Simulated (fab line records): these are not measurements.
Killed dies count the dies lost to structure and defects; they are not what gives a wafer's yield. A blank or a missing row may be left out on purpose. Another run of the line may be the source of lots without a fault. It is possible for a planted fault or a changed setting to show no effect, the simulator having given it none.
fab line records -- flow sky130
record: lots: 6, wafers: 18, lastDay: 50
route steps=708 shown LDD_P@263 LDD_HVN@267 PAD_OPEN@708
lots that met no fault: taken from a fault-free run of the same line
startH: the number of hours between the record's first day and the start of the first shown wafer of the lot -- waitH: how many hours have passed since the lot's step before this one -- " identical to the entry in the row above -- L1.1+2: one row covering several wafers at once -- - no value, or no start given -- * or withheld: withheld -- < > ~ a bound
route shown NAME@n: NAME is a module with steps in the file, n the number in the route of the first one -- usual: the fault-free wafers' mean and standard deviation -- same: alike in all rows -- chamber/n: place in a boat -- sites: the reading at each site -- _std_site: their standard deviation -- _edge_site: mean of outer sites minus mean of inner sites -- radiusMm: how far each site lies from the wafer's centre -- mask NAME#n: copy n -- behind: the most recent tool/chamber to have shaped the wafer -- hold: what put the lot on hold/how long, in hours/how the hold closed -- device: the transistor (n, p or np) that didn't switch -- end of line: the route-end tests of the same wafers -- for a step that has no rows: nothing shown but its recipe -- killed: at the first sort, the dies lost to defects and structure; wafer yield is something else -- map: the dies of a wafer, with x for killed, . for not killed, _ for no die there
set.NAME: the setting the step ran with; set.NAME@STEP: the setting that earlier step ran with -- model.NAME: the simulator's own value behind a step, which no gauge read
certain route steps with their lots: each step a table, each wafer a row
services: from which hour (startH, from the record's first day; less than 0 if before it) a tool's chamber was out of use, for how many hours, and why
== steps ==
step: SKY_LDD_P_OVL_MEAS_08
usual: LDD_P_OVL: -0.7/1.2
lot.wafer,tool,chamber,startH,waitH,LDD_P_OVL[nm]
L560.1,overlay-01,-,440.41,0.1,-1.2
L560.3,overlay-01,-,440.41,0.1,-2.4
L560.6,overlay-01,-,440.41,0.1,-1.8
L568.2,overlay-01,-,513.42,0.1,-1.6
L568.4,overlay-01,-,513.42,0.1,-0.2
L568.6,overlay-01,-,513.42,0.1,-0.5
L571.1,overlay-02,-,536.01,0.1,1.3
L571.4,overlay-02,-,536.01,0.1,2.2
L571.5,overlay-02,-,536.01,0.1,1.9
L575.3,overlay-02,-,567.08,0.1,1.1
L575.4,overlay-02,-,567.08,0.1,-0.7
L575.6,overlay-02,-,567.08,0.1,-0.3
L577.2,overlay-02,-,578.47,0.1,-1.7
L577.3,overlay-02,-,578.47,0.1,-0.7
L577.6,overlay-02,-,578.47,0.1,-2.4
L582.1,overlay-01,-,626.61,0.1,0.7
L582.2,overlay-01,-,626.61,0.1,-0.5
L582.6,overlay-01,-,626.61,0.1,-0.2
step: SKY_LDD_P_IMPLANT_09
recipe: species: BF2, energyKev: 25, doseCm2: 1e+13, tiltDeg: withheld
step: SKY_LDD_P_STRIP_10
recipe: chemistry: O2/N2, powerW: 1400, pressureMtorr: 1500, platenTempC: withheld, o2FlowSccm: 3000, n2FlowSccm: 300, overashFraction: 0.5
usual: drypumpMotorCurrentA: 5.7/0.5, oesProductAu: 0.716/0.0045, stripTimeToEndpointS: 14.17/0.038
lot.wafer,tool,chamber,startH,waitH,drypumpMotorCurrentA,oesProductAu,rfHoursCounterH,stripTimeToEndpointS
L560.1,plasmaAsher-03,1,440.60,0.1,6.0,0.713,66,14.13
L560.3,plasmaAsher-03,0,440.60,0.1,6.1,0.715,-,14.12
L560.6,plasmaAsher-03,1,440.60,0.1,5.9,0.712,-,14.15
L568.2,plasmaAsher-04,0,513.60,0.1,4.8,0.715,76,14.21
L568.4,plasmaAsher-04,0,513.60,0.1,4.8,0.713,-,14.21
L568.6,plasmaAsher-04,0,513.60,0.1,4.8,0.714,-,14.24
L571.1,plasmaAsher-01,1,536.20,0.1,5.4,0.711,43,14.14
L571.4,plasmaAsher-01,1,536.20,0.1,5.4,0.718,-,14.15
L571.5,plasmaAsher-01,0,536.20,0.1,6.0,0.721,-,14.16
L575.3,plasmaAsher-03,1,567.28,0.1,6.0,0.707,-,14.19
L575.4,plasmaAsher-03,0,567.28,0.1,6.1,0.721,-,14.18
L575.6,plasmaAsher-03,1,567.28,0.1,6.0,0.712,-,14.15
L577.2,plasmaAsher-03,0,578.65,0.1,6.1,0.715,79,14.14
L577.3,plasmaAsher-03,1,578.65,0.1,5.9,0.713,-,14.16
L577.6,plasmaAsher-03,0,578.65,0.1,6.1,0.722,-,14.18
L582.1,plasmaAsher-01,1,626.80,0.1,5.3,0.718,52,14.21
L582.2,plasmaAsher-01,0,626.80,0.1,6.0,0.719,52,14.14
L582.6,plasmaAsher-01,0,626.80,0.1,6.0,0.719,-,14.14
step: SKY_LDD_P_TW_MEAS_11
usual: LDD_P_TW: 630/6.9
lot.wafer,tool,chamber,startH,waitH,LDD_P_TW
L560.1,filmMetro-03,-,440.70,0.1,620
L560.3,filmMetro-03,-,440.70,0.1,621
L560.6,filmMetro-03,-,440.70,0.1,616
L568.2,filmMetro-03,-,513.71,0.1,626
L568.4,filmMetro-03,-,513.71,0.1,628
L568.6,filmMetro-03,-,513.71,0.1,628
L571.1,filmMetro-01,-,536.30,0.1,638
L571.4,filmMetro-01,-,536.30,0.1,643
L571.5,filmMetro-01,-,536.30,0.1,640
L575.3,filmMetro-03,-,567.37,0.1,620
L575.4,filmMetro-03,-,567.37,0.1,617
L575.6,filmMetro-03,-,567.37,0.1,621
L577.2,filmMetro-01,-,578.76,0.1,634
L577.3,filmMetro-01,-,578.76,0.1,633
L577.6,filmMetro-01,-,578.76,0.1,633
L582.1,filmMetro-01,-,626.90,0.1,631
L582.2,filmMetro-01,-,626.90,0.1,634
L582.6,filmMetro-01,-,626.90,0.1,634
step: SKY_LDD_HVN_DEHYDRATE_00
recipe: tempC: 200, timeS: 60
step: SKY_LDD_HVN_HMDS_01
recipe: primeTimeS: 60, primeTempC: 120
step: SKY_LDD_HVN_COAT_02
recipe: resist: NOVOLAK, spinRpm: 3000, resistThkNm: 300
step: SKY_LDD_HVN_SOFTBAKE_03
recipe: tempC: 90, timeS: 60, resist: NOVOLAK
step: SKY_LDD_HVN_EXPOSE_04
recipe: maskId: HVNTM, na: 0.6, sourceShape: conventional, sigmaOuter: 0.6, polarization: unpolarized, targetCdNm: 700, doseMj: 127
step: SKY_LDD_HVN_PEB_05
recipe: tempC: withheld, timeS: *, resist: NOVOLAK
step: SKY_LDD_HVN_DEVELOP_06
recipe: resist: NOVOLAK, developer: TMAH, developTimeS: 60, devTempC: 23
step: SKY_LDD_HVN_OVL_MEAS_07
usual: LDD_HVN_OVL: 0.0/1.5
lot.wafer,tool,chamber,startH,waitH,LDD_HVN_OVL[nm]
L560.1,overlay-02,-,471.08,0.1,2.2
L560.3,overlay-02,-,471.08,0.1,0.8
L560.6,overlay-02,-,471.08,0.1,3.0
L568.2,overlay-01,-,544.69,0.1,-1.4
L568.4,overlay-01,-,544.69,0.1,2.1
L568.6,overlay-01,-,544.69,0.1,-0.9
L571.1,overlay-01,-,566.55,0.1,0.5
L571.4,overlay-01,-,566.55,0.1,1.6
L571.5,overlay-01,-,566.55,0.1,0.2
L575.3,overlay-02,-,597.24,0.1,1.4
L575.4,overlay-02,-,597.24,0.1,1.1
L575.6,overlay-02,-,597.24,0.1,1.4
L577.2,overlay-02,-,608.20,0.1,0.1
L577.3,overlay-02,-,608.20,0.1,0.1
L577.6,overlay-02,-,608.20,0.1,-0.3
L582.1,overlay-01,-,654.70,0.1,0.3
L582.2,overlay-01,-,654.70,0.1,-0.2
L582.6,overlay-01,-,654.70,0.1,1.3
step: SKY_LDD_HVN_IMPLANT_08
recipe: species: P, energyKev: 60, doseCm2: 3e+13, tiltDeg: 40
usual: beamEnergyKeV: 60.000/0.022
lot.wafer,tool,chamber,startH,waitH,beamEnergyKeV,model.implant.rpNm,model.implant.drpNm
L560.1,implanter-01,0,471.12,0.0,60.015,56.81,28.15
L560.3,implanter-01,0,471.12,0.0,59.998,56.81,28.15
L560.6,implanter-01,0,471.12,0.0,59.991,56.81,28.15
L568.2,implanter-02,0,544.74,0.0,48.928,45.45,23.7
L568.4,implanter-02,0,544.74,0.0,48.962,45.45,23.7
L568.6,implanter-02,0,544.74,0.0,48.928,45.45,23.7
L571.1,implanter-02,0,566.58,0.0,48.961,44.98,23.7
L571.4,implanter-02,0,566.58,0.0,48.962,44.98,23.7
L571.5,implanter-02,0,566.58,0.0,48.947,44.98,23.7
L575.3,implanter-03,0,597.32,0.1,60.006,55.05,28.15
L575.4,implanter-03,0,597.32,0.1,60.002,55.05,28.15
L575.6,implanter-03,0,597.32,0.1,59.981,55.05,28.15
L577.2,implanter-01,0,608.26,0.0,60.050,57.03,28.15
L577.3,implanter-01,0,608.26,0.0,60.019,57.03,28.15
L577.6,implanter-01,0,608.26,0.0,60.030,57.03,28.15
L582.1,implanter-02,0,654.73,0.0,59.961,56.8,28.15
L582.2,implanter-02,0,654.73,0.0,59.965,56.8,28.15
L582.6,implanter-02,0,654.73,0.0,59.978,56.8,28.15
step: SKY_LDD_HVN_STRIP_09
recipe: chemistry: O2/N2, powerW: 1400, pressureMtorr: 1500, platenTempC: withheld, o2FlowSccm: 3000, n2FlowSccm: 300, overashFraction: 0.5
usual: drypumpMotorCurrentA: 5.5/0.47, oesProductAu: 0.408/0.0044, stripTimeToEndpointS: 4.131/0.014
lot.wafer,tool,chamber,startH,waitH,drypumpMotorCurrentA,oesProductAu,rfHoursCounterH,stripTimeToEndpointS
L560.1,plasmaAsher-01,1,471.27,0.1,5.4,0.416,36,4.154
L560.3,plasmaAsher-01,1,471.27,0.1,5.4,0.403,-,4.130
L560.6,plasmaAsher-01,0,471.27,0.1,6.0,0.411,-,4.142
L568.2,plasmaAsher-01,0,544.87,0.1,5.9,0.412,44,4.124
L568.4,plasmaAsher-01,1,544.87,0.1,5.4,0.406,-,4.138
L568.6,plasmaAsher-01,0,544.87,0.1,6.0,0.408,-,4.142
L571.1,plasmaAsher-04,0,566.73,0.1,4.8,0.411,81,4.143
L571.4,plasmaAsher-04,1,566.73,0.1,6.1,0.406,-,4.142
L571.5,plasmaAsher-04,1,566.73,0.1,6.1,0.409,-,4.161
L575.3,plasmaAsher-02,1,597.45,0.1,5.1,0.408,-,4.155
L575.4,plasmaAsher-02,0,597.45,0.1,5.2,0.399,-,4.143
L575.6,plasmaAsher-02,1,597.45,0.1,5.1,0.404,-,4.158
L577.2,plasmaAsher-02,0,608.38,0.1,5.2,0.417,18,4.118
L577.3,plasmaAsher-02,0,608.38,0.1,5.2,0.406,-,4.119
L577.6,plasmaAsher-02,1,608.38,0.1,5.1,0.415,-,4.133
L582.1,plasmaAsher-04,0,654.88,0.1,4.8,0.414,91,4.115
L582.2,plasmaAsher-04,1,654.88,0.1,6.1,0.412,91,4.116
L582.6,plasmaAsher-04,0,654.88,0.1,4.8,0.406,-,4.130
step: SKY_LDD_HVN_TW_MEAS_10
usual: LDD_HVN_TW: 1433/12
lot.wafer,tool,chamber,startH,waitH,hold,LDD_HVN_TW
L560.1,filmMetro-01,-,471.37,0.1,-,1437
L560.3,filmMetro-01,-,471.37,0.1,-,1448
L560.6,filmMetro-01,-,471.37,0.1,-,1437
L568.2,filmMetro-01,-,544.98,0.1,awaitDispo/0.2h/release,1367
L568.4,filmMetro-01,-,544.98,0.1,awaitDispo/0.2h/release,1372
L568.6,filmMetro-01,-,544.98,0.1,awaitDispo/0.2h/release,1380
L568.2,filmMetro-01,-,545.24,0.3,-,1378
L568.4,filmMetro-01,-,545.24,0.3,-,1371
L568.6,filmMetro-01,-,545.24,0.3,-,1371
L571.1,filmMetro-04,-,566.83,0.1,awaitDispo/0.2h/release,1339
L571.4,filmMetro-04,-,566.83,0.1,awaitDispo/0.2h/release,1342
L571.5,filmMetro-04,-,566.83,0.1,awaitDispo/0.2h/release,1337
L571.1,filmMetro-04,-,567.06,0.2,-,1339
L571.4,filmMetro-04,-,567.06,0.2,-,1341
L571.5,filmMetro-04,-,567.06,0.2,-,1342
L575.3,filmMetro-01,-,597.54,0.1,-,1430
L575.4,filmMetro-01,-,597.54,0.1,-,1436
L575.6,filmMetro-01,-,597.54,0.1,-,1435
L577.2,filmMetro-02,-,608.49,0.1,-,1437
L577.3,filmMetro-02,-,608.49,0.1,-,1430
L577.6,filmMetro-02,-,608.49,0.1,-,1434
L582.1,filmMetro-04,-,654.98,0.1,-,1411
L582.2,filmMetro-04,-,654.98,0.1,-,1417
L582.6,filmMetro-04,-,654.98,0.1,-,1418
step: SKY_PAD_OPEN_PROBE_99
usual: killed_at_M0_to_M3: 42/6.7, killed_at_M4_up: 3.3/2.1, killedAtContacts: 24/5.1, killedAtFrontEnd: 15/4.6, killedAtOther: 0.3/0.58, killedDies: 85/9.9, killedOpen: 46/6.9, killedShort: 38/7
same: grossDies: 492, killedAtBackSide: 0
lot.wafer,tool,chamber,startH,waitH,killed_at_M0_to_M3,killed_at_M4_up,killedAtContacts,killedAtFrontEnd,killedAtOther,killedDies,killedOpen,killedShort,model.etest.tip_n_5v.rsOhmSq,model.etest.nfetG5v0d10v5.rOnOhmUm,model.etest.nfetG5v0d10v5.vtSatV,model.etest.nfetG5v0d10v5.vtV
L560.1,prober-01,-,1085.15,0.1,48,7,26,8,0,89,50,38,1371,1862,0.7538,0.816
L560.3,prober-01,-,1085.25,0.2,42,6,21,13,0,82,46,36,1370,1872,0.7576,0.8175
L560.6,prober-01,-,1085.40,0.2,49,1,29,12,0,91,52,38,1376,1860,0.7617,0.8172
L568.2,prober-01,-,1134.57,0.1,39,1,24,10,0,74,45,29,1524,1925,0.7817,0.8299
L568.4,prober-01,-,1134.67,0.2,40,2,24,18,1,85,50,35,1529,1940,0.7872,0.8365
L568.6,prober-01,-,1134.77,0.2,34,3,20,14,0,71,35,36,1526,1966,0.7886,0.8397
L571.1,prober-02,-,1145.72,0.1,40,5,27,18,0,90,32,58,1536,1964,0.7891,0.8374
L571.4,prober-02,-,1145.87,0.2,49,5,21,14,1,90,48,42,1537,1976,0.7827,0.8333
L571.5,prober-02,-,1145.92,0.2,39,3,22,16,0,80,41,39,1538,1949,0.794,0.8434
L575.3,prober-02,-,1167.07,0.2,37,5,24,8,2,76,36,40,1402,1934,0.7794,0.8336
L575.4,prober-02,-,1167.12,0.2,46,6,15,21,0,88,48,39,1403,1906,0.77,0.8277
L575.6,prober-02,-,1167.22,0.2,46,3,24,27,0,100,54,45,1407,1973,0.779,0.8356
L577.2,prober-02,-,1175.40,0.1,49,5,27,16,0,97,56,39,1361,1870,0.7461,0.8078
L577.3,prober-02,-,1175.45,0.2,46,0,37,15,0,98,65,33,1360,1869,0.7477,0.805
L577.6,prober-02,-,1175.60,0.2,61,6,31,11,1,110,53,56,1362,1850,0.7534,0.8145
L582.1,prober-01,-,1200.97,0.1,41,3,20,24,1,89,40,49,1377,1886,0.7677,0.827
L582.2,prober-01,-,1201.02,0.1,48,2,22,20,0,92,46,44,1377,1837,0.7522,0.8133
L582.6,prober-01,-,1201.22,0.2,35,5,22,14,0,76,36,40,1377,1860,0.766,0.8232
killed by level:class
L560.1 VIA1:geometricParticle:open=16 CONTACT:geometricParticle:open=13 VIA1:geometricParticle:short=7 METAL2:geometricParticle:short=7 VIA2:geometricParticle:open=6 LI_CONTACT:geometricParticle:open=5 CONTACT:geometricParticle:short=4 POLY_GATE:geometricParticle:short=3
L560.3 VIA1:geometricParticle:open=12 CONTACT:geometricParticle:open=9 VIA2:geometricParticle:open=6 METAL1:geometricParticle:short=6 POLY_GATE:geometricParticle:open=5 POLY_GATE:geometricParticle:short=4 LI_CONTACT:geometricParticle:open=4 LOCAL_INTERCONNECT:geometricParticle:short=4
L560.6 VIA2:geometricParticle:open=10 CONTACT:geometricParticle:open=10 VIA1:geometricParticle:open=10 LI_CONTACT:geometricParticle:open=8 METAL2:geometricParticle:short=5 VIA2:geometricParticle:short=5 FIELD_ISO:geometricParticle:open=4 LI_CONTACT:geometricParticle:short=4
L568.2 VIA1:geometricParticle:open=8 CONTACT:geometricParticle:open=8 VIA2:geometricParticle:open=8 LI_CONTACT:geometricParticle:open=7 VIA3:geometricParticle:open=7 CONTACT:geometricParticle:short=5 FIELD_ISO:geometricParticle:short=4 METAL2:geometricParticle:short=4
L568.4 CONTACT:geometricParticle:open=10 FIELD_ISO:geometricParticle:open=9 METAL3:geometricParticle:short=7 VIA1:geometricParticle:open=6 LOCAL_INTERCONNECT:geometricParticle:short=6 LI_CONTACT:geometricParticle:open=5 VIA2:geometricParticle:open=5 METAL1:geometricParticle:short=4
L568.6 VIA1:geometricParticle:open=13 LOCAL_INTERCONNECT:geometricParticle:short=6 CONTACT:geometricParticle:open=6 FIELD_ISO:geometricParticle:short=5 METAL1:geometricParticle:short=5 FIELD_ISO:geometricParticle:open=4 METAL2:geometricParticle:short=4 POLY_GATE:geometricParticle:open=3
L571.1 METAL1:geometricParticle:short=11 LOCAL_INTERCONNECT:geometricParticle:short=8 CONTACT:geometricParticle:open=7 LI_CONTACT:geometricParticle:open=6 POLY_GATE:geometricParticle:short=5 CONTACT:geometricParticle:short=5 METAL2:geometricParticle:short=5 METAL3:geometricParticle:short=5
L571.4 VIA1:geometricParticle:open=11 VIA2:geometricParticle:open=10 CONTACT:geometricParticle:open=10 METAL2:geometricParticle:short=8 METAL1:geometricParticle:short=5 LI_CONTACT:geometricParticle:open=4 CONTACT:geometricParticle:short=4 VIA2:geometricParticle:short=4
L571.5 CONTACT:geometricParticle:short=8 VIA3:geometricParticle:open=7 VIA1:geometricParticle:open=7 VIA2:geometricParticle:open=6 FIELD_ISO:geometricParticle:open=5 LI_CONTACT:geometricParticle:short=5 CONTACT:geometricParticle:open=5 FIELD_ISO:geometricParticle:short=4
L575.3 VIA3:geometricParticle:open=8 LI_CONTACT:geometricParticle:short=7 LI_CONTACT:geometricParticle:open=7 METAL1:geometricParticle:short=7 METAL2:geometricParticle:short=5 CONTACT:geometricParticle:open=5 VIA1:geometricParticle:open=4 METAL4:geometricParticle:short=4
L575.4 VIA1:geometricParticle:open=13 VIA2:geometricParticle:open=7 METAL2:geometricParticle:short=7 CONTACT:geometricParticle:open=6 POLY_GATE:geometricParticle:open=5 METAL4:geometricParticle:short=5 VIA3:geometricParticle:open=5 POLY_GATE:geometricParticle:short=4
L575.6 VIA1:geometricParticle:open=12 POLY_GATE:geometricParticle:open=9 CONTACT:geometricParticle:open=9 POLY_GATE:geometricParticle:short=7 LI_CONTACT:geometricParticle:open=7 VIA2:geometricParticle:short=6 LOCAL_INTERCONNECT:geometricParticle:short=5 VIA3:geometricParticle:short=5
L577.2 VIA1:geometricParticle:open=15 VIA2:geometricParticle:open=9 CONTACT:geometricParticle:open=8 LI_CONTACT:geometricParticle:open=7 CONTACT:geometricParticle:short=7 VIA3:geometricParticle:short=5 METAL2:geometricParticle:short=4 VIA2:geometricParticle:short=4
L577.3 CONTACT:geometricParticle:open=17 VIA1:geometricParticle:open=17 CONTACT:geometricParticle:short=8 LI_CONTACT:geometricParticle:open=6 VIA3:geometricParticle:short=6 FIELD_ISO:geometricParticle:open=4 POLY_GATE:geometricParticle:open=4 VIA3:geometricParticle:open=4
L577.6 VIA1:geometricParticle:open=13 VIA1:geometricParticle:short=10 LI_CONTACT:geometricParticle:open=9 CONTACT:geometricParticle:open=9 VIA3:geometricParticle:open=9 LOCAL_INTERCONNECT:geometricParticle:short=7 VIA3:geometricParticle:short=6 METAL1:geometricParticle:short=6
L582.1 POLY_GATE:geometricParticle:short=10 VIA3:geometricParticle:open=10 VIA1:geometricParticle:open=9 CONTACT:geometricParticle:open=6 LI_CONTACT:geometricParticle:short=5 LOCAL_INTERCONNECT:geometricParticle:short=5 VIA3:geometricParticle:short=5 POLY_GATE:geometricParticle:open=4
L582.2 CONTACT:geometricParticle:open=11 METAL1:geometricParticle:short=9 VIA1:geometricParticle:open=8 VIA3:geometricParticle:open=7 VIA1:geometricParticle:short=6 POLY_GATE:geometricParticle:open=5 POLY_GATE:geometricParticle:short=5 METAL2:geometricParticle:short=5
L582.6 METAL1:geometricParticle:short=7 LOCAL_INTERCONNECT:geometricParticle:short=6 CONTACT:geometricParticle:open=6 METAL2:geometricParticle:short=6 FIELD_ISO:geometricParticle:open=4 POLY_GATE:geometricParticle:short=4 LI_CONTACT:geometricParticle:open=4 VIA1:geometricParticle:open=4
== services ==
tool,chamber,startH,hours,kind
plasmaAsher-02,-,421.25,9.0,pm
plasmaAsher-02,0,421.25,9.0,ventCycle
plasmaAsher-02,1,421.25,9.0,ventCycle
plasmaAsher-02,-,430.25,2.8,pm
plasmaAsher-02,0,430.25,-,clean
plasmaAsher-02,1,430.25,-,clean
implanter-03,-,442.22,4.4,repair
implanter-01,-,442.90,2.6,pm
implanter-02,-,447.93,1.7,repair
implanter-01,-,452.55,1.7,repair
implanter-03,-,499.69,5.7,repair
plasmaAsher-03,-,542.43,2.7,repair
implanter-03,-,585.22,1.9,repair
plasmaAsher-03,-,592.03,2.8,pm
plasmaAsher-03,-,595.31,6.1,repair
implanter-02,-,596.53,2.1,repair
implanter-02,-,601.94,4.2,repair
implanter-02,-,607.62,4.8,pm
plasmaAsher-02,-,619.08,15.6,pm
implanter-01,-,628.38,5.6,repair
implanter-01,-,634.01,11.8,pm
== key ==
firstSign: step: SKY_LDD_HVN_IMPLANT_08, reading: beamEnergyKeV, direction: down, sigmas: 99+, usual: *, struck: *
effect: step: SKY_LDD_HVN_TW_MEAS_10, reading: visit, direction: added
effect: step: SKY_LDD_HVN_TW_MEAS_10, reading: LDD_HVN_TW, direction: down, sigmas: 6.3, usual: 1433, struck: 1356
modelEffect: step: SKY_LDD_HVN_IMPLANT_08, value: implant.rpNm, without: 55.56, struck: 45.21
modelEffect: step: SKY_PAD_OPEN_PROBE_99, value: etest.tip_n_5v.rsOhmSq, without: 1392, struck: 1532
metAt SKY_LDD_HVN_IMPLANT_08
struckWafers L568.2,L568.4,L568.6,L571.1,L571.4,L571.5
testerLeftOut L568,L571
fault: kind: processParameterDrift, tool: implanter-02, chamber: -, onsetH: 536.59, steps: SKY_LDD_HVN_IMPLANT_08, channel: energyKev, offset: *, shape: step, endH: 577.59, actsIn: *, stated: *
testerLeftOut: of these lots the tester's yield and bins aren't shown, on N5 and GAA mostly nor the transistor test; their killed dies are dies lost to structure and defects alone, not to doping, threshold or leakage, so they don't give the yield
